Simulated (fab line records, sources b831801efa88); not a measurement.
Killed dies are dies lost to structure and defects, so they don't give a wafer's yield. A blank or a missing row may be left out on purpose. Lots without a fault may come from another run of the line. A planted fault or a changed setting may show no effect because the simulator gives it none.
fab line records | flow sfq_line
record lots=7 wafers=21 last_day=94
route steps=325 shown M3@122 I3@133 M4@148 I4@163 M8@325
lots that met no fault: from a run of the same line without faults
start_h: hours from the record's first day to the start of the lot's first wafer shown | wait_h: hours since the lot's step before | " the same as in the row above | L1.1+2: a row that stands for several wafers | - no value, or no start given | * or withheld: withheld | < > ~ a bound
route shown NAME@n: a module of which the file shows steps, and the number in the route of the first | usual: mean/standard deviation of fault-free wafers | same: alike in all rows | chamber/n: place in a boat | sites: the reading at each site | _std_site: their standard deviation | _edge_site: outer sites' mean less inner sites' | radius_mm: how far each site lies from the wafer's centre | mask NAME#n: copy n | behind: the tool/chamber that last shaped the wafer | hold: why the lot was held/for how many hours/how that ended | device: the transistor (n, p or np) that didn't switch | end of line: the same wafers' tests at the end of the route | a step without rows: its recipe alone | killed: dies lost to structure and defects at the first sort, not the wafer's yield | map: a wafer's dies, x killed, . not, _ none there
set.NAME: the setting as run; set.NAME@STEP: as run at that earlier step | model.NAME: the simulator's own value behind a step, which no gauge read
lots at some steps of the route; a table a step, a row a wafer
services: from which hour (start_h, from the record's first day; less than 0 if before it) a tool's chamber was out of use, for how many hours, and why
## steps
# step SFQ_TRILAYER_M3_LITHO_COAT_080
# recipe resist=BARC spin_rpm=3000 resist_thk_nm=62
# step SFQ_TRILAYER_M3_LITHO_COAT_075
# recipe resist=KrF spin_rpm=3000 resist_thk_nm=600
# step SFQ_TRILAYER_M3_LITHO_SOFTBAKE_079
# recipe temp_c=withheld time_s=withheld resist=KrF
# step SFQ_TRILAYER_M3_LITHO_EXPOSE_076
# recipe mask_id=M3 na=0.6 source_shape=conventional sigma_outer=0.65 target_cd_nm=500 dose_mj=14.4
# step SFQ_TRILAYER_M3_LITHO_PEB_078
# recipe peb_temp_c=115 peb_time_s=60 resist=KrF
# step SFQ_TRILAYER_M3_LITHO_DEVELOP_077
# recipe time_s=60 resist=KrF
# step SFQ_M3_OVL_MEAS_921
# usual M3_OVL=-4/6.4
# columns lot.wafer tool chamber start_h wait_h M3_OVL[nm]
L608.2 overlay-01 - 825.39 0.1 -12
L608.3 " - " " -10
L608.4 " - " " -10
L616.2 overlay-01 - 922.51 0.1 2
L616.3 " - " " -2
L616.5 " - " " -1
L620.1 overlay-01 - 958.43 0.1 -5
L620.3 " - " " -8
L620.4 " - " " -16
L621.3 overlay-01 - 964.20 0.1 -14
L621.4 " - " " -18
L621.6 " - " " -14
L622.3 overlay-02 - 989.21 0.1 4
L622.4 " - " " -1
L622.6 " - " " 2
L630.4 overlay-01 - 1037.34 0.1 -9
L630.5 " - " " 1
L630.6 " - " " -8
L631.3 overlay-01 - 1046.93 0.1 -7
L631.5 " - " " -6
L631.6 " - " " -3
# step SFQ_TRILAYER_M3_BARC_OPEN_METAL_ETCH_100
# recipe mask_material=PR chemistry=O2 target_depth_nm=125 target=BARC icp_w=600 bias_w=80 pressure_mtorr=10 time_s=41.7
# usual drypump_motor_current_A=5.8/0.46 oes_product_au=0.685/0.0044
# columns lot.wafer tool chamber start_h wait_h drypump_motor_current_A oes_product_au rf_hours_counter_h
L608.2 rie_metal-02 0 825.42 0.0 6.3 0.682 107
L608.3 " 0 " " 6.3 0.690 -
L608.4 " 1 " " 5.9 0.693 -
L616.2 rie_metal-02 0 922.54 0.0 6.3 0.683 121
L616.3 " 1 " " 5.9 0.679 -
L616.5 " 1 " " 5.9 0.680 -
L620.1 rie_metal-02 0 958.46 0.0 6.3 0.691 125
L620.3 " 1 " " 5.9 0.684 -
L620.4 " 0 " " 6.3 0.689 -
L621.3 rie_metal-04 0 964.24 0.0 6.2 0.677 -
L621.4 " 1 " " 5.7 0.683 -
L621.6 " 1 " " 5.7 0.688 -
L622.3 rie_metal-01 0 989.25 0.0 5.0 0.688 -
L622.4 " 1 " " 5.6 0.684 -
L622.6 " 1 " " 5.6 0.691 -
L630.4 rie_metal-02 0 1037.38 0.0 6.3 0.685 -
L630.5 " 0 " " 6.3 0.683 -
L630.6 " 1 " " 5.8 0.689 -
L631.3 rie_metal-01 0 1046.98 0.0 5.0 0.690 -
L631.5 " 0 " " 5.0 0.685 -
L631.6 " 1 " " 5.6 0.686 -
# step SFQ_TRILAYER_M3_ETCH_METAL_ETCH_078
# recipe target=Nb stop_on=SiO2 mask_material=PR chemistry=Cl2/Ar target_depth_nm=240 icp_w=600 bias_w=80 pressure_mtorr=10 time_s=120
# step SFQ_TRILAYER_M3_STRIP_STRIP_079
# recipe gas=O2 power_w=200 platen_temp_c=40 overash_fraction=0.65 chemistry=O2 pressure_mtorr=50
# step SFQ_TRILAYER_M3_STRIP_SOLV_CLEAN_080
# recipe chemistry=NMP temp_c=70 time_s=600
# step SFQ_TRILAYER_I3_DEP_PECVD_081
# recipe material=SiO2 temp_c=150 time_s=111.11 pressure_torr=2.4 rf_w=183.3 precursor=SiH4/N2O target_thk_nm=500
# usual heater_power_w=90/11 throttle_valve_pct=24.6/1.4
# columns lot.wafer tool chamber start_h wait_h heater_power_w throttle_valve_pct
L608.2 pecvd-02 1 826.38 0.0 96 23.2
L608.3 " 0 " " 100 22.9
L608.4 " 1 " " 98 23.1
L616.2 pecvd-03 2 923.50 0.0 77 25.6
L616.3 " 0 " " 107 28.0
L616.5 " 1 " " 101 25.8
L620.1 pecvd-03 1 959.42 0.0 95 25.9
L620.3 " 0 " " 95 28.1
L620.4 " 0 " " 102 28.0
L621.3 pecvd-02 2 965.18 0.0 102 25.1
L621.4 " 2 " " 103 25.5
L621.6 " 1 " " 102 23.5
L622.3 pecvd-02 2 990.19 0.0 94 25.5
L622.4 " 1 " " 84 23.4
L622.6 " 0 " " 103 23.3
L630.4 pecvd-01 2 1038.36 0.0 79 24.4
L630.5 " 1 " " 75 24.9
L630.6 " 0 " " 84 23.7
L631.3 pecvd-01 2 1047.92 0.0 74 24.4
L631.5 " 1 " " 81 24.6
L631.6 " 0 " " 82 23.8
# step SFQ_TRILAYER_I3_CMP_CMP_082
# recipe material=SiO2 down_force_psi=3 platen_rpm=60 pad_velocity_m_s=0.94248
# usual motor_current_A=10.2/0.78 slurry_filter_dp_kPa=13.50/0.14 time_to_endpoint_s=210/9.5
# columns lot.wafer tool chamber start_h wait_h motor_current_A slurry_filter_dp_kPa time_to_endpoint_s model.SiO2_of_TRILAYER_I3_DEP_PECVD_081.thk_nm
L608.3 cmp-01 1 826.96 0.5 9.9 13.50 213 199.9
L608.4 " 2 " " 10.6 13.38 219 200.8
L608.2 " 3 " " 9.7 13.50 222 199.6
L616.2 cmp-02 1 934.20 10.7 9.3 13.57 208 198.2
L616.3 " 2 " " 9.8 13.51 214 199.1
L616.5 " 3 " " 10.3 13.59 208 198.2
L620.3 cmp-02 3 971.78 12.3 10.6 13.36 205 198.1
L620.1 " 0 " " 10.6 13.30 267 297.9
L620.4 " 1 " " 9.2 13.64 213 199.1
L621.3 cmp-02 1 978.78 13.6 9.4 13.64 214 198.9
L621.4 " 2 " " 9.2 13.47 223 200.4
L621.6 " 3 " " 10.3 13.57 285 306.9
L622.3 cmp-02 1 998.78 8.6 9.4 13.37 212 198.9
L622.4 " 2 " " 9.1 13.36 232 200.2
L622.6 " 2 1001.28 11.0 9.1 13.37 285 307.1
L630.4 cmp-01 3 1054.10 15.7 9.7 13.54 207 198.6
L630.5 " 3 1056.10 17.7 9.0 13.42 200 198.5
L630.6 " 0 " " 11.0 13.45 216 199.8
L631.3 cmp-02 3 1057.28 9.3 11.1 13.63 200 198.1
L631.5 " 0 " " 11.0 13.63 190 197.7
L631.6 " 1 " " 9.5 13.50 212 198.8
# step SFQ_I3_BOW_MEAS_922
# recipe mode=bow
# usual I3_BOW=4/9.1
# columns lot.wafer tool chamber start_h wait_h I3_BOW[um]
L608.2 film_metro-01 - 829.48 1.0 1
L608.3 " - " " 8
L608.4 " - " " -3
L616.2 film_metro-03 - 936.22 1.5 11
L616.3 " - " " 10
L616.5 " - " " 19
L620.1 film_metro-02 - 974.78 2.0 -1
L620.3 " - " " 10
L620.4 " - " " 8
L621.3 film_metro-02 - 980.82 1.5 2
L621.4 " - " " -10
L621.6 " - " " -1
L622.3 film_metro-02 - 1001.82 2.5 20
L622.4 " - " " 14
L622.6 " - " " 17
L630.4 film_metro-03 - 1057.16 2.6 2
L630.5 " - " " -4
L630.6 " - " " -10
L631.3 film_metro-02 - 1058.82 1.0 4
L631.5 " - " " 3
L631.6 " - " " -1
# step SFQ_TRILAYER_I3_METRO_MEASURE_083
# usual thk_nm=198.9/1.3
# columns lot.wafer tool chamber start_h wait_h thk_nm
L608.2 film_metro-01 - 829.78 0.3 199.6
L608.3 " - " " 200.1
L608.4 " - " " 200.8
L616.2 film_metro-03 - 936.52 0.3 198.5
L616.3 " - " " 199.1
L616.5 " - " " 198.2
L620.1 film_metro-02 - 974.90 0.1 297.8
L620.3 " - " " 198.2
L620.4 " - " " 199.1
L621.3 film_metro-02 - 981.30 0.5 198.9
L621.4 " - " " 200.4
L621.6 " - " " 306.9
L622.3 film_metro-02 - 1002.30 0.5 198.8
L622.4 " - " " 200.3
L622.6 " - " " 307.0
L630.4 film_metro-03 - 1057.82 0.6 198.7
L630.5 " - " " 198.4
L630.6 " - " " 199.9
L631.3 film_metro-02 - 1059.30 0.5 198.1
L631.5 " - " " 197.6
L631.6 " - " " 198.7
# step SFQ_TRILAYER_I3_VIA_LITHO_COAT_090
# recipe resist=BARC spin_rpm=3000 resist_thk_nm=62
# step SFQ_TRILAYER_I3_VIA_LITHO_COAT_085
# recipe resist=KrF spin_rpm=3000 resist_thk_nm=650
# step SFQ_TRILAYER_I3_VIA_LITHO_SOFTBAKE_089
# recipe temp_c=withheld time_s=withheld resist=KrF
# step SFQ_TRILAYER_I3_VIA_LITHO_EXPOSE_086
# recipe mask_id=I3 na=0.6 source_shape=conventional sigma_outer=0.65 target_cd_nm=500 dose_mj=21.3
# step SFQ_TRILAYER_I3_VIA_LITHO_PEB_088
# recipe peb_temp_c=115 peb_time_s=60 resist=KrF
# step SFQ_TRILAYER_I3_VIA_LITHO_DEVELOP_087
# recipe time_s=60 resist=KrF
# step SFQ_I3_OVL_MEAS_923
# usual I3_OVL=0/5.5
# columns lot.wafer tool chamber start_h wait_h I3_OVL[nm]
L608.2 overlay-02 - 959.63 0.1 0
L608.3 " - " " 5
L608.4 " - " " 2
L616.2 overlay-02 - 1085.68 0.1 -9
L616.3 " - " " -5
L616.5 " - " " -4
L620.1 overlay-02 - 1117.00 0.1 -4
L620.3 " - " " -8
L620.4 " - " " 2
L621.3 overlay-02 - 1121.81 0.1 -12
L621.4 " - " " -5
L621.6 " - " " -11
L622.3 overlay-01 - 1141.13 0.1 2
L622.4 " - " " 1
L622.6 " - " " -5
L630.4 overlay-01 - 1198.74 0.1 -10
L630.5 " - " " 3
L630.6 " - " " -5
L631.3 overlay-01 - 1201.13 0.1 8
L631.5 " - " " 10
L631.6 " - " " -3
# step SFQ_TRILAYER_I3_VIA_BARC_OPEN_VIA_ETCH_121
# recipe mask_material=PR chemistry=O2 target_depth_nm=125 target=BARC source_w=500 bias_w=80 pressure_mtorr=30 time_s=41.7
# step SFQ_TRILAYER_I3_VIA_ETCH_VIA_ETCH_088
# recipe target=SiO2 stop_on=Nb mask_material=PR taper_deg=20 chemistry=CHF3 target_depth_nm=260 source_w=500 bias_w=80 pressure_mtorr=30 time_s=withheld
# usual drypump_motor_current_A=5.6/0.45 oes_product_au=0.852/0.0053
# columns lot.wafer tool chamber start_h wait_h drypump_motor_current_A oes_product_au model.I3.feature_depth_nm model.etch.depth_nm
L608.2 rie_diel-04 0 959.70 0.0 5.0 0.851 199.6 199.6
L608.3 " 3 " " 6.3 0.858 199.9 199.9
L608.4 " 2 " " 5.5 0.857 200.8 200.8
L616.2 rie_diel-01 1 1085.75 0.0 5.2 0.853 198.2 198.2
L616.3 " 2 " " 4.8 0.854 199.1 199.1
L616.5 " 0 " " 5.4 0.850 198.2 198.2
L620.1 rie_diel-04 2 1117.07 0.0 5.5 1.014 266.5 266.5
L620.3 " 0 " " 5.0 0.855 198.1 198.1
L620.4 " 1 " " 5.6 0.860 199.1 199.1
L621.3 rie_diel-04 2 1121.87 0.0 5.5 0.851 198.9 198.9
L621.4 " 3 " " 6.3 0.860 200.4 200.4
L621.6 " 2 " " 5.5 1.016 266.3 266.3
L622.3 rie_diel-03 1 1141.20 0.0 5.8 0.853 198.9 198.9
L622.4 " 0 " " 6.2 0.854 200.2 200.2
L622.6 " 0 " " 6.2 1.017 266.6 266.6
L630.4 rie_diel-04 0 1198.80 0.0 5.0 0.847 198.6 198.6
L630.5 " 3 " " 6.2 0.848 198.5 198.5
L630.6 " 2 " " 5.5 0.848 199.8 199.8
L631.3 rie_diel-03 3 1201.20 0.0 5.0 0.841 198.1 198.1
L631.5 " 0 " " 6.2 0.851 197.7 197.7
L631.6 " 1 " " 5.8 0.850 198.8 198.8
# step SFQ_TRILAYER_I3_VIA_STRIP_STRIP_089
# recipe gas=O2 power_w=200 platen_temp_c=40 overash_fraction=0.65 chemistry=O2 pressure_mtorr=50
# step SFQ_TRILAYER_I3_VIA_STRIP_SOLV_CLEAN_090
# recipe chemistry=NMP temp_c=70 time_s=600
# step SFQ_TRILAYER_M4_DEP_PRE_CLEAN_092
# recipe gas=Ar time_s=22.5 bias_v=250
# columns lot.wafer tool chamber start_h wait_h model.SiO2_of_TRILAYER_I3_DEP_PECVD_081.thk_nm
L608.2 pvd_sputter-04 - 960.59 0.0 192.1
L608.3 " - " " 192.4
L608.4 " - " " 193.3
L616.2+5 pvd_sputter-05 - 1086.63 0.0 190.7
L616.3 " - " " 191.6
L620.1 pvd_sputter-04 - 1117.96 0.0 290.4
L620.3 " - " " 190.6
L620.4 " - " " 191.6
L621.3 pvd_sputter-06 - 1122.76 0.0 191.4
L621.4 " - " " 192.9
L621.6 " - " " 299.4
L622.3 pvd_sputter-04 - 1142.08 0.0 191.4
L622.4 " - " " 192.7
L622.6 " - " " 299.6
L630.4 pvd_sputter-04 - 1199.68 0.0 191.1
L630.5 " - " " 191
L630.6 " - " " 192.3
L631.3 pvd_sputter-04 - 1202.08 0.0 190.6
L631.5 " - " " 190.2
L631.6 " - " " 191.3
# step SFQ_TRILAYER_M4_DEP_SPUTTER_091
# recipe material=Nb base_pressure_pa=1.33e-06 chamber_pressure_pa=0.1333 substrate_temp_c=20 resputter_cathode_voltage_v=400 target_thk_nm=200 power_w=2000 time_s=133.3
# usual throttle_valve_pct=29.2/0.93
# columns lot.wafer tool chamber start_h wait_h throttle_valve_pct
L608.2 pvd_sputter-04 - 960.62 0.0 30.0
L608.3 " - " " 29.5
L608.4 " - " " 29.4
L616.2 pvd_sputter-05 - 1086.66 0.0 27.5
L616.3 " - " " 27.3
L616.5 " - " " 27.4
L620.1 pvd_sputter-04 - 1117.99 0.0 30.2
L620.3 " - " " 29.9
L620.4 " - " " 29.9
L621.3 pvd_sputter-06 - 1122.79 0.0 29.9
L621.4 " - " " 30.4
L621.6 " - " " 29.7
L622.3 pvd_sputter-04 - 1142.11 0.0 29.1
L622.4 " - " " 29.9
L622.6 " - " " 29.3
L630.4 pvd_sputter-04 - 1199.71 0.0 29.8
L630.5 " - " " 29.2
L630.6 " - " " 29.6
L631.3 pvd_sputter-04 - 1202.11 0.0 29.8
L631.5 " - " " 29.9
L631.6 " - " " 29.8
# step SFQ_M4_RS_MEAS_924
# recipe thk_meas_gauge=four-point-probe reads=Nb_of_TRILAYER_M4_DEP_SPUTTER_091
# usual M4_NB_RS=0.892/0.014
# columns lot.wafer tool chamber start_h wait_h M4_NB_RS[ohm/sq]
L608.2 film_metro-03 - 960.73 0.1 0.881
L608.3 " - " " 0.901
L608.4 " - " " 0.868
L616.2 film_metro-02 - 1086.77 0.1 0.899
L616.3 " - " " 0.888
L616.5 " - " " 0.895
L620.1 film_metro-02 - 1118.08 0.0 0.891
L620.3 " - " " 0.879
L620.4 " - " " 0.891
L621.3 film_metro-03 - 1122.92 0.1 0.900
L621.4 " - " " 0.903
L621.6 " - " " 0.898
L622.3 film_metro-04 - 1142.24 0.1 0.871
L622.4 " - " " 0.887
L622.6 " - " " 0.876
L630.4 film_metro-02 - 1199.86 0.1 0.905
L630.5 " - " " 0.876
L630.6 " - " " 0.903
L631.3 film_metro-04 - 1202.24 0.1 0.885
L631.5 " - " " 0.887
L631.6 " - " " 0.893
# step SFQ_TRILAYER_M4_LITHO_COAT_098
# recipe resist=BARC spin_rpm=3000 resist_thk_nm=62
# step SFQ_TRILAYER_M4_LITHO_COAT_093
# recipe resist=KrF spin_rpm=3000 resist_thk_nm=600
# step SFQ_TRILAYER_M4_LITHO_SOFTBAKE_097
# recipe temp_c=withheld time_s=withheld resist=KrF
# step SFQ_TRILAYER_M4_LITHO_EXPOSE_094
# recipe mask_id=M4 na=0.6 source_shape=conventional sigma_outer=0.65 target_cd_nm=500 dose_mj=14.4
# step SFQ_TRILAYER_M4_LITHO_PEB_096
# recipe peb_temp_c=115 peb_time_s=60 resist=KrF
# step SFQ_TRILAYER_M4_LITHO_DEVELOP_095
# recipe time_s=60 resist=KrF
# step SFQ_M4_OVL_MEAS_926
# usual M4_OVL=1/4.7
# columns lot.wafer tool chamber start_h wait_h M4_OVL[nm]
L608.2 overlay-01 - 971.10 0.1 1
L608.3 " - " " -1
L608.4 " - " " 8
L616.2 overlay-01 - 1227.65 0.1 11
L616.3 " - " " 11
L616.5 " - " " 12
L620.1 overlay-02 - 1264.22 0.1 -7
L620.3 " - " " 3
L620.4 " - " " -2
L621.3 overlay-02 - 1267.83 0.1 2
L621.4 " - " " 3
L621.6 " - " " 1
L622.3 overlay-02 - 1269.03 0.1 0
L622.4 " - " " -2
L622.6 " - " " -5
L630.4 overlay-01 - 1278.63 0.1 1
L630.5 " - " " -1
L630.6 " - " " -4
L631.3 overlay-01 - 1279.83 0.1 3
L631.5 " - " " -3
L631.6 " - " " -1
# step SFQ_TRILAYER_M4_BARC_OPEN_METAL_ETCH_123
# recipe mask_material=PR chemistry=O2 target_depth_nm=125 target=BARC icp_w=600 bias_w=80 pressure_mtorr=10 time_s=41.7
# step SFQ_TRILAYER_M4_ETCH_METAL_ETCH_096
# recipe target=Nb stop_on=SiO2 mask_material=PR chemistry=Cl2/Ar target_depth_nm=240 icp_w=600 bias_w=80 pressure_mtorr=10 time_s=120
# usual drypump_motor_current_A=5.7/0.59 oes_product_au=0.893/0.009
# columns lot.wafer tool chamber start_h wait_h drypump_motor_current_A oes_product_au rf_hours_counter_h
L608.2 rie_metal-01 1 971.19 0.0 5.6 0.892 122
L608.3 " 0 " " 5.0 0.884 -
L608.4 " 1 " " 5.6 0.907 -
L616.2 rie_metal-03 0 1227.74 0.0 5.0 0.888 18
L616.3 " 0 " " 5.0 0.892 -
L616.5 " 1 " " 6.5 0.893 -
L620.1 rie_metal-04 1 1264.31 0.0 5.7 0.895 55
L620.3 " 0 " " 6.2 0.899 -
L620.4 " 1 " " 5.7 0.899 -
L621.3 rie_metal-04 0 1267.95 0.1 6.2 0.885 -
L621.4 " 1 " " 5.7 0.890 -
L621.6 " 0 " " 6.2 0.897 -
L622.3 rie_metal-03 0 1269.15 0.1 5.0 0.902 -
L622.4 " 1 " " 6.5 0.905 -
L622.6 " 0 " " 5.0 0.896 -
L630.4 rie_metal-01 1 1278.75 0.1 5.6 0.883 -
L630.5 " 0 " " 5.0 0.906 -
L630.6 " 1 " " 5.6 0.885 -
L631.3 rie_metal-04 0 1279.95 0.1 6.2 0.897 -
L631.5 " 0 " " 6.2 0.889 -
L631.6 " 1 " " 5.7 0.888 -
# step SFQ_TRILAYER_M4_STRIP_STRIP_097
# recipe gas=O2 power_w=200 platen_temp_c=40 overash_fraction=0.65 chemistry=O2 pressure_mtorr=50
# usual drypump_motor_current_A=5.7/0.59 oes_product_au=1.005/0.011
# columns lot.wafer tool chamber start_h wait_h drypump_motor_current_A oes_product_au rf_hours_counter_h
L608.2 rie_metal-01 1 971.32 0.1 5.6 1.011 122
L608.3 " 0 " " 5.0 1.016 -
L608.4 " 1 " " 5.6 1.005 -
L616.2 rie_metal-03 0 1227.87 0.1 5.0 0.980 18
L616.3 " 0 " " 5.1 0.973 -
L616.5 " 1 " " 6.5 1.007 -
L620.1 rie_metal-04 1 1264.44 0.1 5.7 1.023 56
L620.3 " 0 " " 6.2 0.988 -
L620.4 " 1 " " 5.7 1.020 -
L621.3 rie_metal-04 0 1268.24 0.2 6.2 1.004 -
L621.4 " 1 " " 5.7 1.020 -
L621.6 " 0 " " 6.2 0.991 -
L622.3 rie_metal-03 0 1269.44 0.2 5.1 0.992 -
L622.4 " 1 " " 6.5 1.007 -
L622.6 " 0 " " 5.0 0.985 -
L630.4 rie_metal-01 1 1279.04 0.2 5.6 1.019 -
L630.5 " 0 " " 5.0 1.001 -
L630.6 " 1 " " 5.6 1.012 -
L631.3 rie_metal-04 0 1280.24 0.2 6.2 0.999 -
L631.5 " 0 " " 6.1 0.994 -
L631.6 " 1 " " 5.7 1.021 -
# step SFQ_TRILAYER_M4_STRIP_SOLV_CLEAN_098
# recipe chemistry=NMP temp_c=70 time_s=600
# step SFQ_TRILAYER_I4_DEP_PECVD_099
# recipe material=SiO2 temp_c=150 time_s=111.11 pressure_torr=2.4 rf_w=183.3 precursor=SiH4/N2O target_thk_nm=500
# step SFQ_M8_BOW_MEAS_951
# recipe mode=bow
# usual M8_BOW=9/11
# columns lot.wafer tool chamber start_h wait_h M8_BOW[um] model.etest.i3.link_ohm
L608.2 film_metro-03 - 2044.46 0.0 -2 1.967
L608.3 " - " " 7 1.979
L608.4 " - " " -6 1.946
L616.2 film_metro-04 - 2066.55 0.0 9 1.967
L616.3 " - " " 7 1.951
L616.5 " - " " 15 1.952
L620.1 film_metro-04 - 2083.33 0.0 -5 1e+06
L620.3 " - " " 8 1.946
L620.4 " - " " 6 1.956
L621.3 film_metro-03 - 2094.92 0.0 8 1.981
L621.4 " - " " -3 1.968
L621.6 " - " " 4 1e+06
L622.3 film_metro-01 - 2171.34 0.0 31 1.945
L622.4 " - " " 24 1.951
L622.6 " - " " 26 1e+06
L630.4 film_metro-03 - 2255.61 0.1 4 1.999
L630.5 " - " " -2 1.976
L630.6 " - " " -9 1.997
L631.3 film_metro-01 - 2256.79 0.0 6 1.96
L631.5 " - " " 4 1.96
L631.6 " - " " 0 1.997
## services
# columns tool chamber start_h hours kind
rie_diel-04 - 805.65 1.7 repair
rie_metal-04 1 806.58 9.1 repair
rie_metal-01 - 820.28 2.8 pm
rie_diel-04 0 832.29 2.9 repair
rie_metal-04 - 836.82 0.5 repair
cmp-02 - 847.40 2.1 repair
rie_diel-04 2 852.61 2.4 repair
rie_metal-01 0 885.55 20.9 repair
cmp-02 - 901.09 5.6 pm
cmp-02 - 911.76 2.4 repair
cmp-02 - 917.20 4.0 pm
rie_metal-04 0 925.95 7.5 repair
pvd_sputter-04 - 944.16 1.8 repair
pvd_sputter-04 - 1034.23 2.5 repair
cmp-02 - 1066.06 1.3 repair
pvd_sputter-04 - 1100.08 7.5 repair
rie_metal-04 - 1108.18 0.5 repair
rie_metal-04 - 1155.35 0.1 repair
cmp-02 - 1169.54 5.6 pm
pvd_sputter-04 - 1187.69 0.5 repair
rie_metal-04 - 1210.46 2.8 pm
rie_metal-04 0 1214.48 5.4 repair
pvd_sputter-04 - 1257.95 1.5 repair
cmp-02 - 1259.08 4.0 pm
## key
first_sign step=SFQ_TRILAYER_I3_CMP_CMP_082 reading=time_to_endpoint_s direction=up sigmas=7.3 usual=* struck=*
effect step=SFQ_TRILAYER_I3_METRO_MEASURE_083 reading=thk_nm direction=up sigmas=82 usual=198.9 struck=303.9
effect step=SFQ_TRILAYER_I3_VIA_ETCH_VIA_ETCH_088 reading=oes_product_au direction=up sigmas=31 usual=0.852 struck=1.016
model_effect step=SFQ_TRILAYER_I3_CMP_CMP_082 value=SiO2_of_TRILAYER_I3_DEP_PECVD_081.thk_nm without=199 struck=304
model_effect step=SFQ_TRILAYER_I3_VIA_ETCH_VIA_ETCH_088 value=I3.feature_depth_nm without=199 struck=266.5
model_effect step=SFQ_TRILAYER_M4_DEP_PRE_CLEAN_092 value=SiO2_of_TRILAYER_I3_DEP_PECVD_081.thk_nm without=191.5 struck=296.5
model_effect step=SFQ_M8_BOW_MEAS_951 value=etest.i3.link_ohm without=1.963 struck=1e+06
met_at SFQ_TRILAYER_I3_CMP_CMP_082
struck_wafers L620.1,L621.6,L622.6
fault kind=process_parameter_drift tool=cmp-02 chamber=- onset_h=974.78 steps=SFQ_TRILAYER_I3_CMP_CMP_082 channel=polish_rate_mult offset=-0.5 shape=step end_h=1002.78 scope=struck_wafers_only
